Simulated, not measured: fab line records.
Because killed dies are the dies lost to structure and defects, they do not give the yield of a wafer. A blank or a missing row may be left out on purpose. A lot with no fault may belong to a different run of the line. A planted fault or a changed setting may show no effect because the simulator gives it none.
One fault seen from 2 desks || flow sky130 || every desk sees just its own numbers, and what lay behind them comes last

## FROM THE METROLOGY DESK
Lot by lot, what the gauges showed, no matter which tool ran the lot: averages of those sampled wafers that carry a number. Any lot whose mean is over 4 standard deviations away from the usual mean is out of limits and marked OUT; that distance is given in the brackets.
Columns: A = VIA1_W_RS at SKY_VIA1_RS_MEAS_22, usual 0.427 ohm/sq; B = VIA2_W_RS at SKY_VIA2_RS_MEAS_22, usual 0.2739 ohm/sq; C = VIA2_W_THK at SKY_VIA2_THK_MEAS_23, usual 423 nm
{"lot": "L569", "first seen here": "day 33 20:59", "A": 0.429, "B": 0.2738, "C": 426}
{"lot": "L570", "first seen here": "day 34 10:34", "A": 0.420, "B": 0.2765, "C": 422}
{"lot": "L572", "first seen here": "day 35 06:15", "A": 0.431, "B": 0.2760, "C": 414}
{"lot": "L574", "first seen here": "day 35 12:11", "A": 0.430, "B": 0.2761, "C": 420}
{"lot": "L576", "first seen here": "day 36 02:31", "A": 0.426, "B": 0.2742, "C": 430}
{"lot": "L577", "first seen here": "day 36 17:13", "A": 0.429, "B": 0.2707, "C": 427}
{"lot": "L579", "first seen here": "day 37 14:35", "A": 0.426, "B": 0.2706, "C": 430}
{"lot": "L587", "first seen here": "day 39 11:11", "A": 0.428, "B": "0.2521 (-8.4) OUT", "C": 421}
{"lot": "L592", "first seen here": "day 40 16:34", "A": 0.419, "B": 0.2741, "C": 431}
This desk's result: L587 out of limits, first on L587 (VIA2_W_RS at SKY_VIA2_RS_MEAS_22), day 41 14:25. In limits: L569, L570, L572, L574, L576, L577, L579, L592.

## FOR THE TOOL OWNER'S DESK: cvd_w-01
The tool's own readings at SKY_VIA2_CVD_21 (deposits W, target thk 420 nm, time 126.4 s): means of the sampled wafers that have a number, for each lot that ran on this tool. Any lot whose mean is over 4 standard deviations away from the usual mean is out of limits and marked OUT; that distance is given in the brackets.
Columns: A = heater_power_w at SKY_VIA2_CVD_21, usual 859 W
{"lot": "L570", "first seen here": "day 36 17:00", "A": 815}
{"lot": "L572", "first seen here": "day 37 12:22", "A": 852}
{"lot": "L574", "first seen here": "day 37 17:45", "A": 878}
{"lot": "L576", "first seen here": "day 38 10:18", "A": 850}
{"lot": "L577", "first seen here": "day 38 23:04", "A": 848}
{"lot": "L587", "first seen here": "day 41 14:17", "A": 849}
This desk's verdict: no lot among the 6 shows anything out of limits.

## PUT TOGETHER
Metrology desk: alarm possible at day 41 14:25 on L587.
Nothing out of limits was seen by the tool owner's desk.
On record at the tool owner's desk: L587, within its limits.
Every lot named ran SKY_VIA2_CVD_21 on cvd_w-01.

## WHAT THE SIMULATOR HAD INSERTED
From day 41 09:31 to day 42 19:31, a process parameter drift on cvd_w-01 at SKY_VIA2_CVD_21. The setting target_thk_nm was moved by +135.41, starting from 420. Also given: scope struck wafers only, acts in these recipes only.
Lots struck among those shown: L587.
Per desk, hours elapsed from the start of the fault to the first reading out of limits: for the metrology desk, 5.
